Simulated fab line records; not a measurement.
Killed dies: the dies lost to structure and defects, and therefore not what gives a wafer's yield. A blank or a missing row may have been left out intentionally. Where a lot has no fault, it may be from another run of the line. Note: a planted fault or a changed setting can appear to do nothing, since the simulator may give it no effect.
What tool caused it? :: flow sky130 :: 12 lots with 36 wafers sampled at 2 steps, on a route of 708 steps

## WHAT EACH GAUGE READ, for each wafer
SKY_METAL1_RS_MEAS_05: uses a four-point probe to measure. Usual: METAL1_ALCU_RS typically reads 0.1259 ohm/sq, with standard deviation 0.0015.
lot: L180
measured: day 32 08:26
on: film-metro-02
METAL1_ALCU_RS (ohm/sq): 0.1262 0.1247 0.1253
flag: 

lot: L181
measured: day 32 19:13
on: film-metro-04
METAL1_ALCU_RS (ohm/sq): 0.1282 0.1270 0.1278
flag: 

lot: L182
measured: day 32 23:38
on: film-metro-03
METAL1_ALCU_RS (ohm/sq): 0.1263 0.1275 0.1273
flag: 

lot: L183
measured: day 33 02:49
on: film-metro-04
METAL1_ALCU_RS (ohm/sq): 0.1288 0.1274 0.1296
flag: 

lot: L185
measured: day 34 09:31
on: film-metro-04
METAL1_ALCU_RS (ohm/sq): 0.1245 0.1261 0.1254
flag: 

lot: L187
measured: day 34 10:27
on: film-metro-04
METAL1_ALCU_RS (ohm/sq): 0.1253 0.1248 0.1231
flag: 

lot: L188
measured: day 34 11:18
on: film-metro-02
METAL1_ALCU_RS (ohm/sq): 0.1256 0.1240 0.1236
flag: 

lot: L189
measured: day 34 16:32
on: film-metro-03
METAL1_ALCU_RS (ohm/sq): 0.1261 0.1270 0.1247
flag: 

lot: L190
measured: day 35 23:06
on: film-metro-04
METAL1_ALCU_RS (ohm/sq): 0.1265 0.1247 0.1260
flag: 

lot: L192
measured: day 36 00:52
on: film-metro-02
METAL1_ALCU_RS (ohm/sq): 0.1274 0.1265 0.1263
flag: 

lot: L199
measured: day 37 22:09
on: film-metro-04
METAL1_ALCU_RS (ohm/sq): 0.1240 0.1234 0.1252
flag: 

lot: L202
measured: day 38 09:03
on: film-metro-04
METAL1_ALCU_RS (ohm/sq): 0.1274 0.1256 0.1263
flag: 

SKY_METAL2_THK_MEAS_06: measures by xrf. Usual: METAL2_ALCU_THK typically reads 252.8 nm, with standard deviation 2.9.
lot: L180
measured: day 34 17:01
on: film-metro-03
METAL2_ALCU_THK (nm): 256.1 258.5 255.4
flag: 

lot: L181
measured: day 35 03:47
on: film-metro-04
METAL2_ALCU_THK (nm): 255.8 250.5 252.2
flag: 

lot: L182
measured: day 35 09:04
on: film-metro-04
METAL2_ALCU_THK (nm): 247.8 248.6 252.5
flag: 

lot: L183
measured: day 35 11:17
on: film-metro-03
METAL2_ALCU_THK (nm): 249.5 251.6 248.1
flag: 

lot: L185
measured: day 36 18:19
on: film-metro-01
METAL2_ALCU_THK (nm): 251.4 251.3 244.7
flag: 

lot: L187
measured: day 36 19:25
on: film-metro-04
METAL2_ALCU_THK (nm): 255.4 250.8 252.2
flag: 

lot: L188
measured: day 36 20:07
on: film-metro-04
METAL2_ALCU_THK (nm): 248.8 251.8 251.2
flag: 

lot: L189
measured: day 36 23:56
on: film-metro-04
METAL2_ALCU_THK (nm): 252.5 251.6 254.5
flag: 

lot: L190
measured: day 38 05:34
on: film-metro-03
METAL2_ALCU_THK (nm): 246.3 252.7 250.7
flag: 

lot: L192
measured: day 38 07:01
on: film-metro-04
METAL2_ALCU_THK (nm): 252.8 257.1 254.2
flag: 

lot: L199
measured: day 40 03:25
on: film-metro-01
METAL2_ALCU_THK (nm): 251.3 253.8 247.8
flag: 

lot: L202
measured: day 40 14:40
on: film-metro-01
METAL2_ALCU_THK (nm): 251.8 256.5 256.4
flag: 

## WHAT TOOL EACH LOT RAN ON (gives the tool, then ch and the chambers of the sampled wafers, and finally the start)
There is no process step in the record ahead of these readings.

## WHAT THE TOOLS THEMSELVES READ (means of the sampled wafers that have a number; where no wafer has one, the mark that the record gives instead)
The record holds no such reading with a usual standard deviation.

## THE ANSWER, worked out from the rows above alone
Rule: a lot counts as off when the mean over its wafers that have a number is more than 3 standard deviations away from the usual mean. Also off: a lot with no number at a reading for which 4 or more lots have one. Any other lot the step has rows for is counted as sound. First the gauges in route order, then the tools' own readings, where a lot's mean is used as printed above. The first step at which some lot is off is used, and at that step the reading that is off furthest; a lot without a number counts as furthest.
No lot is off on any of the readings shown, so nothing can be concluded from this.

## WHAT HAD BEEN PUT IN BY THE SIMULATOR
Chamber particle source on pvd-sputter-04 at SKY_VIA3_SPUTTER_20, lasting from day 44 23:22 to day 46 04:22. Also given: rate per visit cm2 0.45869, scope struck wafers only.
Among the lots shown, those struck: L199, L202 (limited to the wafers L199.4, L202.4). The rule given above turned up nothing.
